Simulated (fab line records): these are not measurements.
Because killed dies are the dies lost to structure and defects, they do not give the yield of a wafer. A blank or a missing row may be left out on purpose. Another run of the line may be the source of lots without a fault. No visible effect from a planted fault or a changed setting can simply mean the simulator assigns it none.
Which tool was responsible? | flow gf180mcu | Sampling: 14 lots, 42 wafers, 4 of 602 route steps

## WHAT THE GAUGES SHOWED, per wafer
GF_V4_BOW_MEAS_05. Usual: V4_BOW typically reads 132 um, with standard deviation 9.5.
lot  | measured     | on            | V4_BOW (um) | flag
L681 | day 23 22:11 | film metro-04 | 125 138 128 |
L683 | day 24 11:01 | film metro-03 | 152 136 136 |
L685 | day 25 04:40 | film metro-03 | 122 120 114 |
L686 | day 25 07:55 | film metro-03 | 142 152 157 |
L687 | day 25 11:47 | film metro-01 | 127 148 141 |
L690 | day 26 13:20 | film metro-04 | 146 136 137 |
L691 | day 27 02:08 | film metro-01 | 131 137 129 |
L692 | day 27 06:40 | film metro-04 | 136 125 139 |
L693 | day 27 12:19 | film metro-04 | 124 119 121 |
L696 | day 28 08:43 | film metro-03 | 130 130 132 |
L697 | day 28 16:45 | film metro-04 | 139 127 119 |
L701 | day 29 18:50 | film metro-01 | 128 131 140 |
L703 | day 30 08:30 | film metro-03 | 133 131 129 |
L704 | day 30 14:17 | film metro-01 | 140 144 139 |

## EACH LOT AND THE TOOL THAT RAN IT (in order: tool; ch and the chambers of the sampled wafers; start)
lot  | GF_SAB_ETCH_11                     | GF_V3_SPUTTER_22             | GF_M4_SPUTTER_01
L681 | rie diel-02 ch 0,1,2, day 15 12:05 | pvd sputter-02, day 22 21:34 | pvd sputter-04, day 22 22:18
L683 | rie diel-04 ch 1,2, day 16 01:27   | pvd sputter-03, day 23 10:54 | pvd sputter-01, day 23 11:38
L685 | rie diel-01 ch 0,2, day 16 19:42   | pvd sputter-01, day 24 04:53 | pvd sputter-04, day 24 05:37
L686 | rie diel-01 ch 0,2,3, day 17 00:25 | pvd sputter-01, day 24 07:33 | pvd sputter-04, day 24 08:17
L687 | rie diel-04 ch 0,1,2, day 17 05:59 | pvd sputter-02, day 24 12:20 | pvd sputter-04, day 24 13:04
L690 | rie diel-04 ch 0,1,2, day 18 07:47 | pvd sputter-02, day 25 14:01 | pvd sputter-01, day 25 14:45
L691 | rie diel-04 ch 0,1,3, day 18 22:24 | pvd sputter-02, day 26 03:02 | pvd sputter-02, day 26 03:46
L692 | rie diel-04 ch 0,2, day 19 04:41   | pvd sputter-03, day 26 07:55 | pvd sputter-04, day 26 08:39
L693 | rie diel-01 ch 0,2, day 19 11:37   | pvd sputter-01, day 26 14:09 | pvd sputter-02, day 26 14:53
L696 | rie diel-04 ch 1,2, day 20 13:56   | pvd sputter-03, day 27 11:08 | pvd sputter-04, day 27 11:52
L697 | rie diel-04 ch 0,2, day 20 22:42   | pvd sputter-02, day 27 19:01 | pvd sputter-01, day 27 19:44
L701 | rie diel-01 ch 0,2,3, day 22 05:09 | pvd sputter-01, day 28 21:31 | pvd sputter-02, day 28 22:16
L703 | rie diel-01 ch 0,2, day 22 23:52   | pvd sputter-03, day 29 11:46 | pvd sputter-02, day 29 12:30
L704 | rie diel-01 ch 0,2,3, day 23 05:39 | pvd sputter-01, day 29 17:37 | pvd sputter-04, day 29 18:20
- GF_SAB_ETCH_11: etches SiO2 in C4F8/O2/Ar, target depth 55 nm, time 8.5 s.
- GF_V3_SPUTTER_22: material TiN, target thk 10 nm, time 38.69 s.
- GF_M4_SPUTTER_01: material TiN, target thk 30 nm, time 25 s.

## AS READ BY THE TOOLS THEMSELVES (means over the sampled wafers that have a number; for cases with no such wafer, the mark the record gives instead)
GF_SAB_ETCH_11. Usual: bias w 1200 W, standard deviation 3.5; oes product au 0.996 a.u., standard deviation 0.014.
lot  | tool        | bias w (W) | oes product au (a.u.) | flag
L681 | rie diel-02 | 1199       | 1.004                 |
L683 | rie diel-04 | 1204       | 0.977                 |
L685 | rie diel-01 | 1198       | 1.000                 |
L686 | rie diel-01 | 1195       | 1.013                 |
L687 | rie diel-04 | 1200       | 0.978                 |
L690 | rie diel-04 | 1200       | 0.982                 |
L691 | rie diel-04 | 1201       | 0.988                 |
L692 | rie diel-04 | 1200       | 0.990                 |
L693 | rie diel-01 | 1201       | 1.003                 |
L696 | rie diel-04 | 1199       | 0.983                 |
L697 | rie diel-04 | 1203       | 0.983                 |
L701 | rie diel-01 | 1199       | 0.997                 |
L703 | rie diel-01 | 1202       | 1.001                 |
L704 | rie diel-01 | 1203       | 1.003                 |

GF_V3_SPUTTER_22. Usual: 30.3 % for throttle valve pct, sd 1.2.
lot  | tool           | throttle valve pct (%) | flag
L681 | pvd sputter-02 | 30.3                   |
L683 | pvd sputter-03 | 30.5                   |
L685 | pvd sputter-01 | 30.6                   |
L686 | pvd sputter-01 | 31.1                   |
L687 | pvd sputter-02 | 29.1                   |
L690 | pvd sputter-02 | 28.9                   |
L691 | pvd sputter-02 | 30.0                   |
L692 | pvd sputter-03 | 30.7                   |
L693 | pvd sputter-01 | 30.5                   |
L696 | pvd sputter-03 | 30.1                   |
L697 | pvd sputter-02 | 29.8                   |
L701 | pvd sputter-01 | 31.5                   |
L703 | pvd sputter-03 | 30.8                   |
L704 | pvd sputter-01 | 31.0                   |

GF_M4_SPUTTER_01. Usual: 30.5 % for throttle valve pct, sd 1.1.
lot  | tool           | throttle valve pct (%) | flag
L681 | pvd sputter-04 | 31.0                   |
L683 | pvd sputter-01 | 30.7                   |
L685 | pvd sputter-04 | 31.8                   |
L686 | pvd sputter-04 | 30.7                   |
L687 | pvd sputter-04 | 30.2                   |
L690 | pvd sputter-01 | 31.1                   |
L691 | pvd sputter-02 | 29.7                   |
L692 | pvd sputter-04 | 31.3                   |
L693 | pvd sputter-02 | 30.3                   |
L696 | pvd sputter-04 | 30.9                   |
L697 | pvd sputter-01 | 30.2                   |
L701 | pvd sputter-02 | 29.3                   |
L703 | pvd sputter-02 | 29.4                   |
L704 | pvd sputter-04 | 31.3                   |

## THE ANSWER, worked out from the rows above alone
Rule: a lot counts as off when the mean over its wafers that have a number is more than 3 standard deviations away from the usual mean. A lot without any number at a reading at which 4 lots or more have one is off too. The other lots that the step has rows for count as sound. The gauges are gone through in route order, then the tools' own readings, and for those a lot's mean is taken as printed above. At the first step where some lot is off, the reading lying furthest off is the one used; lots without a number count as furthest.
None of the lots is off at any reading shown; this tells nothing.

## WHAT THE SIMULATOR PUT IN
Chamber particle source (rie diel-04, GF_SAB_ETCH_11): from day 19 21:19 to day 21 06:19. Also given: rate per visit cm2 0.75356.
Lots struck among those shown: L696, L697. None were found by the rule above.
